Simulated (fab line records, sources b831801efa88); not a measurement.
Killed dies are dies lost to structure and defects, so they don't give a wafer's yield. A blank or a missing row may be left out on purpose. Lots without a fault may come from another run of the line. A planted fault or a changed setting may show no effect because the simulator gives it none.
A struck lot beside a sound one | flow gf180mcu | 25 steps out of a route of 602
Sound: wafers L620.4, L620.5, L620.6. Struck: wafers L630.2, L630.3, L630.6. The cause comes at the end.
At each step with rows: each side's tool, then ch and its chambers, then its first start. Under that, the readings that differ: sound wafers | struck wafers | difference of the means | sigmas: that difference in standard deviations of wafers without a fault.
alike: readings whose means differ by less than 2 such deviations, and words and numbers that are the same on both sides. not compared: withheld readings, readings that some wafer has no value for, bounds like >300 that may hide the same value, and numbers for which the record gives no deviation and whose values overlap.
The two part at a step that has a row with sigmas, a row that says differs or no value, or rows on one side only. Numbers that don't overlap but have no deviation are shown without sigmas and don't part them. A reading that every wafer of one side lacks parts them only if that side has two wafers or more.

GF_V4_RS_MEAS_24: measures by four-point-probe.
  sound on film_metro-04, day 28 05:40; struck on film_metro-01, day 30 19:49
  alike: V4_W_RS
GF_V4_THK_MEAS_25: measures by xrf.
  sound on film_metro-04, day 28 05:45; struck on film_metro-01, day 30 19:55
  alike: V4_W_THK
GF_V4_CMP_26: polishes, stops on SiO2, t overpolish 15 s, target thk 0 nm.
  sound on cmp-01 ch 0,1,2, day 28 05:56; struck on cmp-02 ch 1,2,3, day 30 19:58
  reading                | sound    | struck   | difference | sigmas
  time_to_endpoint_s (s) | 87 92 87 | 72 84 84 | -9         | -2
  alike: motor_current_A, overpolish_run_s, slurry_filter_dp_kPa
GF_MIM_SPUTTER_00: material Ti, target thk 37.5 nm, time 150 s.
  sound on pvd_sputter-03, day 28 06:05; struck on pvd_sputter-02, day 30 20:16
  alike: cathode_dc_power_W, chamber_pressure_pa, substrate_temp_c, throttle_valve_pct
then, 2 steps without rows for these wafers: GF_MIM_SPUTTER_01 (material TiN, target thk 30 nm, time 25.8 s); GF_MIM_SPUTTER_02 (material AlCu, target thk 450 nm, time 23.9 s).
GF_MIM_SPUTTER_03: material Ti, target thk 10 nm, time 6.7 s.
  sound on pvd_sputter-03, day 28 06:14; struck on pvd_sputter-02, day 30 20:26
  alike: cathode_dc_power_W, chamber_pressure_pa, substrate_temp_c, throttle_valve_pct
GF_MIM_SPUTTER_04: material TiN, target thk 50 nm, time 41.7 s.
  sound on pvd_sputter-03, day 28 06:16; struck on pvd_sputter-02, day 30 20:27
  alike: cathode_dc_power_W, chamber_pressure_pa, throttle_valve_pct
then, 1 step without rows for these wafers: GF_MIM_CVD_05 (deposits Si3N4, target thk 42 nm, time 29.086 s).
GF_MIM_THK_MEAS_06:
  sound on film_metro-04, day 28 06:22; struck on film_metro-02, day 30 20:32
  alike: MIM_CVD_05_THK
then, 2 steps without rows for these wafers: GF_MIM_SPUTTER_07 (material TiN, target thk 60 nm, time 50 s); GF_MIM_SPUTTER_08 (material AlCu, target thk 200 nm, time 10.6 s).
GF_MIM_SPUTTER_09: material TiN, target thk 35 nm, time 29.2 s.
  sound on pvd_sputter-02, day 28 06:28; struck on pvd_sputter-03, day 30 20:39
  no value came back on the struck wafers for cathode_dc_power_W (W), chamber_pressure_pa (Pa), throttle_valve_pct (%); on the sound wafers cathode_dc_power_W (W) reads 6500.0 6499.9 6499.3
GF_MIM_RS_MEAS_10: measures by four-point-probe.
  sound on film_metro-02, day 28 06:34; struck on film_metro-01, day 30 20:42
  alike: MIM_ALCU_RS
GF_MIM_THK_MEAS_11: measures by xrf.
  sound on film_metro-02, day 28 06:39; struck on film_metro-01, day 30 20:49
  reading           | sound             | struck            | difference | sigmas
  MIM_ALCU_THK (nm) | 205.8 202.7 204.8 | 215.7 214.7 214.8 | +10.6      | +4
then, 7 steps without rows for these wafers: GF_MIM_DEHYDRATE_12 (time 60 s); GF_MIM_HMDS_13 (prime time 60 s); GF_MIM_COAT_14 (resist thk 1000 nm); GF_MIM_SOFTBAKE_15 (time 60 s); GF_MIM_EXPOSE_16 (exposes mask FuseTop, target cd 2000 nm); GF_MIM_PEB_17; GF_MIM_DEVELOP_18 (develop time 60 s).
GF_MIM_METAL_ETCH_19: etches the open film in Cl2/BCl3, stops on Si3N4, target depth 324.5 nm, time 54.1 s.
  sound on rie_metal-02 ch 0, day 29 01:17; struck on rie_metal-03 ch 0,1, day 31 14:25
  reading                | sound                | struck               | difference | sigmas
  oes_product_au (a.u.)  | 0.951 0.944 0.943    | 0.987 0.994 0.995    | +0.046     | +8
  throttle_valve_pct (%) | 28.285 28.293 28.292 | 28.228 28.224 28.227 | -0.064     | -6
  alike: drypump_motor_current_A
  not compared: rf_hours_counter_h
GF_MIM_STRIP_20: strips in O2/N2.
  sound on plasma_asher-03 ch 0,1, day 29 01:23; struck on plasma_asher-03 ch 1, day 31 14:29
  alike: drypump_motor_current_A, heater_power_w, oes_product_au, strip_time_to_endpoint_s
  not compared: rf_hours_counter_h
GF_PASSIVATION_PROBE_99:
  the record has rows for the sound wafers here (prober-01, day 32 08:14) and none for the struck ones

WHERE THEY PART
First at GF_V4_CMP_26; last, within this record, at GF_PASSIVATION_PROBE_99.

WHY: what the simulator had put in
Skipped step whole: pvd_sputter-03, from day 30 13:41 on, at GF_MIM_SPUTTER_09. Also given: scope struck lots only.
